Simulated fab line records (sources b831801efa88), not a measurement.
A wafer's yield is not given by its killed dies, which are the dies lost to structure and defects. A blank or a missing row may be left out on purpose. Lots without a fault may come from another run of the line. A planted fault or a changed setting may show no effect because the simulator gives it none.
Which of the tools did it? / flow gf180mcu / 6 lots with 18 wafers sampled at 3 steps, on a route of 602 steps

WHAT EACH GAUGE READ, for each wafer
GF_HV_LDD_TW_MEAS_38.
lot=L781; measured=day 12 02:16; on=film-metro-02; HV_LDD_3_TW=1425 1431 1425
lot=L784; measured=day 13 04:41; on=film-metro-03; HV_LDD_3_TW=1444 1439 1439
lot=L787; measured=day 14 10:53; on=film-metro-04; HV_LDD_3_TW=1426 1419 1425
lot=L795; measured=day 16 19:32; on=film-metro-04; HV_LDD_3_TW=1511 1499 1498
lot=L800; measured=day 18 12:29; on=film-metro-02; HV_LDD_3_TW=1416 1425 1422
lot=L802; measured=day 19 02:26; on=film-metro-04; HV_LDD_3_TW=1431 1418 1437

WHAT TOOL EACH LOT RAN ON (gives the tool, then ch and the chambers of the sampled wafers, and finally the start)
lot=L781; GF_HV_LDD_STRIP_10=plasma-asher-04 ch 0,1, day 10 13:03; GF_HV_LDD_IMPLANT_34=implanter-01 ch 0, day 12 01:43
lot=L784; GF_HV_LDD_STRIP_10=plasma-asher-04 ch 0,1, day 11 13:02; GF_HV_LDD_IMPLANT_34=implanter-02 ch 0, day 13 04:08
lot=L787; GF_HV_LDD_STRIP_10=plasma-asher-04 ch 0, day 12 17:35; GF_HV_LDD_IMPLANT_34=implanter-01 ch 0, day 14 10:22
lot=L795; GF_HV_LDD_STRIP_10=plasma-asher-04 ch 0,1, day 14 23:05; GF_HV_LDD_IMPLANT_34=implanter-01 ch 0, day 16 19:00
lot=L800; GF_HV_LDD_STRIP_10=plasma-asher-04 ch 0,1, day 16 12:14; GF_HV_LDD_IMPLANT_34=implanter-02 ch 0, day 18 11:58
lot=L802; GF_HV_LDD_STRIP_10=plasma-asher-04 ch 0,1, day 17 02:58; GF_HV_LDD_IMPLANT_34=implanter-02 ch 0, day 19 01:53
- GF_HV_LDD_STRIP_10: strips in O2/N2.
- GF_HV_LDD_IMPLANT_34

THE ANSWER, worked out from the rows above alone
Rule: usual is defined by the lots themselves. Put in order of their means at a reading, lots are off if they are a third of the lots or fewer, leave a main group of 4 or more, and stand apart from it by a gap of 3 or more times the standard deviation of the main group's means; of several such gaps the widest counts. Not used: any main group whose means are identical at the precision the tables above print for the reading. Also off: a lot with no number at a reading for which 4 or more lots have one. The other lots that the step has rows for count as sound.
Off: L795, at GF_HV_LDD_TW_MEAS_38 (HV_LDD_3_TW). The main group: mean 1428, standard deviation 6.8.
A tool fits if, at a process step before that reading, it ran every lot that is off, and no sound lot after the first of them. Gauges at GF_HV_LDD_TW_MEAS_38: tried the same way as those tools. One fits: implanter-01 at GF_HV_LDD_IMPLANT_34. Its last sound lot is L787 (day 14 10:22), its first lot that is off L795 (day 16 19:00): a fault that began between those two fits.

WHAT THE SIMULATOR PUT IN
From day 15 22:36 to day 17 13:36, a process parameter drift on implanter-01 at GF_HV_LDD_IMPLANT_34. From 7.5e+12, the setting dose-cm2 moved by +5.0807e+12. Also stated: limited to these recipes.
Struck lots among those shown: L795. This agrees with what the rule above found.
